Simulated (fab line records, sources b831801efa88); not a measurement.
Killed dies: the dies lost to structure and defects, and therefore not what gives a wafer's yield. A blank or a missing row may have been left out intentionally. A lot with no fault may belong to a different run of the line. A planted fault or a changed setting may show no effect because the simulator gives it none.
One fault seen from 2 desks    flow sky130    each desk has only its own numbers; what lay behind them comes last

THE METROLOGY DESK
Means of the sampled wafers that have a number, per lot and without regard to the tool the lot ran on: this is what the gauges read. A lot is out of limits, marked OUT, if its mean lies more than 4 standard deviations from the usual mean; the brackets give that distance.
Columns: A = CONTACT_OVL at SKY_CONTACT_OVL_MEAS_15, usual 1 nm; B = METAL1_OVL at SKY_METAL1_OVL_MEAS_16, usual 3 nm
lot   first seen here  A   B
L321  day 31 20:08     -1  -6
L322  day 32 07:56     4   1
L323  day 32 11:56     -6  4
L324  day 33 03:52     -1  3
L326  day 33 23:20     -6  2
L327  day 33 23:34     8   5
L325  day 34 00:37     1   3
L328  day 34 02:56     -1  4
L331  day 35 13:43     -1  5
L339  day 37 18:52     4   3
L338  day 37 22:32     3   5
L340  day 38 00:08     2   1
L341  day 38 10:05     -4  9
L344  day 39 13:10     -6  0
This desk's verdict: no lot among the 14 shows anything out of limits.

THE TOOL OWNER'S DESK: rie diel-04
The tool's own readings at SKY_VIA1_ETCH_14 (etches BARC in N2/H2, stops on SiO2, time 45.9 s, target depth 60 nm): means of the sampled wafers that have a number, for each lot that ran on this tool. A lot is out of limits, marked OUT, if its mean lies more than 4 standard deviations from the usual mean; the brackets give that distance.
Columns: A = bias w at SKY_VIA1_ETCH_14, usual 100.02 W; B = chamber pressure mTorr at SKY_VIA1_ETCH_14, usual 29.999 mTorr; C = drypump motor current A at SKY_VIA1_ETCH_14, usual 5.9 A; D = oes product au at SKY_VIA1_ETCH_14, usual 0.854 a.u.; E = throttle valve pct at SKY_VIA1_ETCH_14, usual 13.226 %
lot   first seen here  A       B       C    D      E
L321  day 34 07:33     99.96   30.003  5.7  0.852  13.219
L323  day 34 21:42     99.71   29.992  5.7  0.852  13.221
L325  day 36 09:21     99.96   29.996  6.2  0.852  13.235
L339  day 40 01:07     100.06  30.013  6.2  0.844  13.220
L340  day 40 06:10     100.24  30.001  5.7  0.845  13.222
This desk's verdict: no lot among the 5 shows anything out of limits.

ALL TOGETHER
Metrology desk: nothing out of limits seen.
The desk of the tool owner found nothing out of limits.

WHAT WAS PUT IN BY THE SIMULATOR
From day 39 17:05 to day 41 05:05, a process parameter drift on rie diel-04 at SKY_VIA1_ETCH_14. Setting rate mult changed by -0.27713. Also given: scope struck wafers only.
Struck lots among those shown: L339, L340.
